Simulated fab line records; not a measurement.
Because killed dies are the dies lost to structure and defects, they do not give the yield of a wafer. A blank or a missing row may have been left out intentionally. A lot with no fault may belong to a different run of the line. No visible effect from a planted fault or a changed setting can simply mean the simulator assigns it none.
Which tool is to blame? | flow gf180mcu | 7 lots, 21 wafers sampled, at 2 steps of a route of 602

## WHAT THE GAUGES READ, wafer by wafer
GF_NWELL_OVL_MEAS_07.
lot  | measured    | on         | NWELL_OVL (nm)
L659 | day 3 18:07 | overlay-01 | -1.4 -1.8 -1.7
L662 | day 4 10:13 | overlay-01 | 1.5 -0.1 1.2
L664 | day 4 21:47 | overlay-01 | -0.2 2.0 2.1
L666 | day 5 03:26 | overlay-01 | 0.6 -0.2 1.3
L668 | day 5 13:28 | overlay-01 | -1.5 -0.9 -2.0
L673 | day 6 17:52 | overlay-02 | -1.3 -2.7 -1.0
L681 | day 8 12:50 | overlay-02 | 1.5 0.8 0.9

## WHICH TOOL RAN EACH LOT (tool, then ch and the chambers of the sampled wafers, then the start)
lot  | GF_STI_WET_ETCH_17
L659 | wetBench-03 ch 0, day 2 08:46
L662 | wetBench-03 ch 2, day 3 03:25
L664 | wetBench-01 ch 2, day 3 13:00
L666 | wetBench-01 ch 1, day 3 19:22
L668 | wetBench-04 ch 3, day 4 04:31
L673 | wetBench-01 ch 2, day 5 07:13
L681 | wetBench-04 ch 2, day 7 00:00
- GF_STI_WET_ETCH_17: etches Si3N4 in H3PO4, target depth 45 nm, time 514 s.

## THE ANSWER, worked out from the rows above alone
Rule: what is usual is taken from the lots themselves. The widest of any qualifying gaps counts: lots, ordered by their means at a reading, are off when they make up no more than a third of the lots, leave a main group of 4 or more, and stand apart from it by 3 or more times the standard deviation of that group's means. Not used: any main group whose means are identical at the precision the tables above print for the reading. Also off: a lot with no number at a reading for which 4 or more lots have one. All remaining lots with rows at the step are treated as sound.
No lot is off on any of the readings shown, so nothing can be concluded from this.

## WHAT WAS PUT IN BY THE SIMULATOR
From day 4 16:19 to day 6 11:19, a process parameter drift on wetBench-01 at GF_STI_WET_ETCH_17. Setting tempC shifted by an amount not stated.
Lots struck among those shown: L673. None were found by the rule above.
